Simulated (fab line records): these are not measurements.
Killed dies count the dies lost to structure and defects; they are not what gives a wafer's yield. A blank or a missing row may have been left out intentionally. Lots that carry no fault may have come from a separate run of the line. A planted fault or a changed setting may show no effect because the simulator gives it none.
Matching of chambers	flow gf180mcu	rie_diel-04 running GF_V3_ETCH_16: 4 sister chambers
The step etches BARC in N2/H2. 4 wafers are shown with their chamber, then 12 later ones without.

== EACH WAFER AND ITS CHAMBER ==
wafer	chamber	throttle_valve_pct (%)
L088.2	3	13.233
L088.4	2	13.217
L089.3	1	13.225
L089.6	0	13.224

== WAFERS WITH NO CHAMBER GIVEN ==
wafer	throttle_valve_pct (%)
L091.2	13.242
L091.4	13.224
L091.5	13.240
L092.1	13.238
L092.2	13.215
L092.3	13.238
L095.1	13.230
L095.4	13.234
L095.6	13.228
L097.1	13.204
L097.3	13.222
L097.4	13.220

== WHICH CHAMBER EACH ONE RAN IN ==
wafer	from the rows above	in truth
L091.2	can't be placed: 3 or 1 or 0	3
L091.4	can't be placed: 0 or 1 or 2 or 3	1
L091.5	can't be placed: 3 or 1 or 0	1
L092.1	can't be placed: 3 or 1 or 0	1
L092.2	can't be placed: 2 or 0 or 1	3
L092.3	can't be placed: 3 or 1 or 0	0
L095.1	can't be placed: 3 or 1 or 0 or 2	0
L095.4	can't be placed: 3 or 1 or 0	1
L095.6	can't be placed: 1 or 0 or 3 or 2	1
L097.1	can't be placed: 2 or 0 or 1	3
L097.3	can't be placed: 0 or 1 or 2 or 3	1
L097.4	can't be placed: 2 or 0 or 1 or 3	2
Correct placement for 0 of the 12. Can't be placed from these rows: 12 (the true chamber is among the candidates in 10). 0 placed wrongly.
How it was worked out, from the rows above alone: a wafer's distance from a chamber is the root of the sum, over the readings, of the square of ((its reading less the chamber's mean) divided by the reading's scatter). If the next closest chamber is less than 2 further off than the closest, the wafer can't be placed; otherwise it belongs to the closest. The mean given for a chamber averages the wafers shown for that chamber. The scatter (one wafer shown for each chamber): square how far every hidden wafer sits from the nearest shown wafer, average those squares and take the square root.
